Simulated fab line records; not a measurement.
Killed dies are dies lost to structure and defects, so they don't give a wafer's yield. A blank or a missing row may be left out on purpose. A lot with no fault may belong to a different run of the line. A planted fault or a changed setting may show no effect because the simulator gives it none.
Which of the tools did it? | flow gf180mcu | 42 wafers from 14 lots sampled at 3 of the route's 602 steps

WHAT EACH GAUGE READ, for each wafer
GF_MIM_THK_MEAS_06.
lot  | measured     | on           | MIM_CVD_05_THK (nm)
L981 | day 25 01:22 | filmMetro-03 | 41.9 42.3 41.9
L982 | day 25 05:36 | filmMetro-04 | 41.3 41.3 42.3
L983 | day 25 16:55 | filmMetro-03 | 41.3 41.9 42.5
L985 | day 26 07:57 | filmMetro-04 | 41.1 41.6 41.4
L986 | day 26 13:08 | filmMetro-03 | 42.0 42.3 42.8
L987 | day 27 03:23 | filmMetro-01 | 41.7 42.0 42.0
L988 | day 27 05:19 | filmMetro-04 | 41.8 41.9 42.2
L991 | day 28 05:46 | filmMetro-03 | 41.1 41.8 41.9
L992 | day 28 14:20 | filmMetro-01 | 41.8 42.3 42.3
L995 | day 29 06:53 | filmMetro-03 | 42.5 41.7 43.0
L100 | day 30 19:44 | filmMetro-03 | 42.7 42.1 43.0
L101 | day 30 22:41 | filmMetro-04 | 42.0 42.6 42.7
L102 | day 31 08:04 | filmMetro-04 | 42.3 42.4 42.8
L103 | day 31 16:32 | filmMetro-04 | 41.4 41.5 41.6

EACH LOT AND THE TOOL THAT RAN IT (in order: tool; ch and the chambers of the sampled wafers; start)
lot  | GF_VT_IMPLANT_DEVELOP_06         | GF_MIM_SPUTTER_02
L981 | lithoTrack-03 ch 0, day 5 21:41  | pvdSputter-02, day 25 01:13
L982 | lithoTrack-02 ch 0, day 6 03:40  | pvdSputter-01, day 25 05:28
L983 | lithoTrack-02 ch 0, day 6 10:22  | pvdSputter-01, day 25 16:46
L985 | lithoTrack-02 ch 0, day 6 21:01  | pvdSputter-01, day 26 07:49
L986 | lithoTrack-04 ch 0, day 7 01:28  | pvdSputter-01, day 26 13:01
L987 | lithoTrack-03 ch 0, day 7 13:28  | pvdSputter-01, day 27 03:16
L988 | lithoTrack-02 ch 0, day 7 17:09  | pvdSputter-04, day 27 05:11
L991 | lithoTrack-03 ch 0, day 8 12:37  | pvdSputter-02, day 28 05:38
L992 | lithoTrack-02 ch 0, day 8 17:58  | pvdSputter-04, day 28 14:13
L995 | lithoTrack-02 ch 0, day 9 10:12  | pvdSputter-01, day 29 06:45
L100 | lithoTrack-03 ch 0, day 10 18:10 | pvdSputter-02, day 30 19:37
L101 | lithoTrack-03 ch 0, day 11 02:04 | pvdSputter-04, day 30 22:34
L102 | lithoTrack-04 ch 0, day 11 05:37 | pvdSputter-01, day 31 07:56
L103 | lithoTrack-04 ch 0, day 11 15:49 | pvdSputter-04, day 31 16:25
- GF_VT_IMPLANT_DEVELOP_06: develop time 60 s.
- GF_MIM_SPUTTER_02: material AlCu, target thk 450 nm, time 23.9 s.

WHAT THE TOOLS THEMSELVES READ (means of the sampled wafers that have a number; where no wafer has one, the mark that the record gives instead)
GF_MIM_SPUTTER_02.
lot  | tool          | throttleValvePct (%)
L981 | pvdSputter-02 | 30.2
L982 | pvdSputter-01 | 30.0
L983 | pvdSputter-01 | 29.9
L985 | pvdSputter-01 | 30.3
L986 | pvdSputter-01 | 29.1
L987 | pvdSputter-01 | 29.2
L988 | pvdSputter-04 | 31.0
L991 | pvdSputter-02 | 30.4
L992 | pvdSputter-04 | 30.3
L995 | pvdSputter-01 | 29.7
L100 | pvdSputter-02 | 29.9
L101 | pvdSputter-04 | 30.3
L102 | pvdSputter-01 | 30.0
L103 | pvdSputter-04 | 30.6

THE ANSWER, worked out from the rows above alone
Rule: the lots themselves supply what counts as usual. Put in order of their means at a reading, lots are off if they are a third of the lots or fewer, leave a main group of 4 or more, and stand apart from it by a gap of 3 or more times the standard deviation of the main group's means; of several such gaps the widest counts. If all means in a main group match to the digits the tables above print for the reading, that group is not used. A lot without any number at a reading at which 4 lots or more have one is off too. All remaining lots with rows at the step are treated as sound. Order of review: gauges by route order, followed by the tools' own readings, for which a lot's mean as printed above is used. At the first step where some lot is off, the reading lying furthest off is the one used; lots without a number count as furthest.
Nothing can be told from this: no lot is off at any reading shown.

WHAT THE SIMULATOR HAD PUT IN
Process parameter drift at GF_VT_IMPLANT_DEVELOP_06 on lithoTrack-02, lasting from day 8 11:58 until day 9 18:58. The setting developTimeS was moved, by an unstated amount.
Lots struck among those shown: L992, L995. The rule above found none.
